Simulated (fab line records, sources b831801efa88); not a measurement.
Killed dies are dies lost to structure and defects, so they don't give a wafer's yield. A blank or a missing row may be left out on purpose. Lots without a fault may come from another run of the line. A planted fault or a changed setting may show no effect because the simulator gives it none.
A struck lot beside a sound one | flow sfq_line | 19 steps out of a route of 325
Sound: wafers L620.1, L620.3, L620.5. Struck: wafer L628.4. (L628.3, L628.6 of the same lot were not struck and are left out.) The cause comes at the end.
At each step with rows: each side's tool, then ch and its chambers, then its first start. Under that, the readings that differ: sound wafers | struck wafers | difference of the means | sigmas: that difference in standard deviations of wafers without a fault.
alike: readings whose means differ by less than 2 such deviations, and words and numbers that are the same on both sides. not compared: withheld readings, readings that some wafer has no value for, bounds like >300 that may hide the same value, and numbers for which the record gives no deviation and whose values overlap.
The two part at a step that has a row with sigmas, a row that says differs or no value, or rows on one side only. Numbers that don't overlap but have no deviation are shown without sigmas and don't part them. A reading that every wafer of one side lacks parts them only if that side has two wafers or more.

SFQ_M7_OVL_MEAS_945:
  sound on overlay-01, day 75 11:40; struck on overlay-01, day 77 08:38
  alike: M7_OVL
then, 1 step without rows for these wafers: SFQ_TRILAYER_M7_BARC_OPEN_METAL_ETCH_229 (etches BARC in O2, target depth 125 nm, time 41.7 s).
SFQ_TRILAYER_M7_ETCH_METAL_ETCH_180: etches Nb in Cl2/Ar, stops on SiO2, target depth 240 nm, time 120 s.
  sound on rie_metal-02 ch 1, day 75 11:49; struck on rie_metal-02 ch 0, day 77 08:45
  alike: drypump_motor_current_A, oes_product_au
  not compared: rf_hours_counter_h
SFQ_TRILAYER_M7_STRIP_STRIP_181: strips in O2.
  sound on rie_metal-02 ch 1, day 75 12:04; struck on rie_metal-02 ch 0, day 77 09:02
  reading               | sound             | struck | difference | sigmas
  oes_product_au (a.u.) | 1.007 1.003 1.005 | 0.987  | -0.018     | -2
  alike: drypump_motor_current_A
  not compared: rf_hours_counter_h
then, 2 steps without rows for these wafers: SFQ_TRILAYER_M7_STRIP_SOLV_CLEAN_182 (cleans in NMP, time 600 s); SFQ_TRILAYER_I7_DEP_PECVD_183 (deposits SiO2 from SiH4/N2O, time 111.11 s, target thk 500 nm).
SFQ_TRILAYER_I7_CMP_CMP_184: polishes SiO2.
  sound on cmp-01 ch 0,2,3, day 75 14:01; struck on cmp-02 ch 2, day 77 14:43
  alike: head_pressure_psi, motor_current_A, time_to_endpoint_s
SFQ_I7_BOW_MEAS_946:
  sound on film_metro-02, day 75 16:31; struck on film_metro-04, day 77 17:45
  alike: I7_BOW
SFQ_TRILAYER_I7_METRO_MEASURE_185:
  sound on film_metro-02, day 75 16:38; struck on film_metro-04, day 77 18:14
  reading     | sound             | struck | difference | sigmas
  thk_nm (nm) | 202.0 202.4 200.3 | 198.6  | -3.0       | -2
then, 3 steps without rows for these wafers: SFQ_TRILAYER_I7_VIA_LITHO_COAT_192 (resist thk 62 nm); SFQ_TRILAYER_I7_VIA_LITHO_COAT_187 (resist thk 650 nm); SFQ_TRILAYER_I7_VIA_LITHO_SOFTBAKE_191.
-- the record jumps here: 3 days lie between the struck wafers' starts before and after --
SFQ_TRILAYER_I7_VIA_LITHO_EXPOSE_188: exposes mask I7, target cd 1000 nm.
  sound on krf_scanner-01 ch 0, day 76 05:10; struck on krf_scanner-01 ch 0, day 80 17:22
  alike: mask
then, 2 steps without rows for these wafers: SFQ_TRILAYER_I7_VIA_LITHO_PEB_190 (peb time 60 s); SFQ_TRILAYER_I7_VIA_LITHO_DEVELOP_189 (time 60 s).
SFQ_I7_OVL_MEAS_947:
  sound on overlay-01, day 76 06:40; struck on overlay-02, day 80 18:29
  alike: I7_OVL
SFQ_TRILAYER_I7_VIA_BARC_OPEN_VIA_ETCH_260: etches BARC in O2, target depth 125 nm, time 41.7 s.
  sound on rie_diel-01 ch 0,1, day 76 06:42; struck on rie_diel-01 ch 3, day 80 18:30
  reading             | sound           | struck | difference | sigmas
  model.I7.cd_nm (nm) | 1001 1001 999.6 | 1010   | +9         |
  alike: drypump_motor_current_A, oes_product_au
  not compared: rf_hours_counter_h
SFQ_TRILAYER_I7_VIA_ETCH_VIA_ETCH_190: etches SiO2 in CHF3, stops on Nb, target depth 260 nm.
  sound on rie_diel-01 ch 0,1, day 76 06:44; struck on rie_diel-01 ch 3, day 80 18:32
  reading             | sound            | struck | difference | sigmas
  model.I7.cd_nm (nm) | 1001 999.7 998.7 | 1009   | +9         |
  alike: drypump_motor_current_A, oes_product_au
SFQ_TRILAYER_I7_VIA_STRIP_STRIP_191: strips in O2.
  sound on rie_metal-01 ch 0,1, day 76 06:51; struck on rie_metal-02 ch 0, day 80 18:51
  alike: drypump_motor_current_A, oes_product_au
  not compared: rf_hours_counter_h

WHERE THEY PART
First at SFQ_TRILAYER_M7_STRIP_STRIP_181; last, within this record, at SFQ_TRILAYER_I7_METRO_MEASURE_185. Later steps at which nothing parts them and some readings are alike: SFQ_TRILAYER_I7_VIA_LITHO_EXPOSE_188, SFQ_I7_OVL_MEAS_947, SFQ_TRILAYER_I7_VIA_BARC_OPEN_VIA_ETCH_260, SFQ_TRILAYER_I7_VIA_ETCH_VIA_ETCH_190, SFQ_TRILAYER_I7_VIA_STRIP_STRIP_191.

WHY: what the simulator had put in
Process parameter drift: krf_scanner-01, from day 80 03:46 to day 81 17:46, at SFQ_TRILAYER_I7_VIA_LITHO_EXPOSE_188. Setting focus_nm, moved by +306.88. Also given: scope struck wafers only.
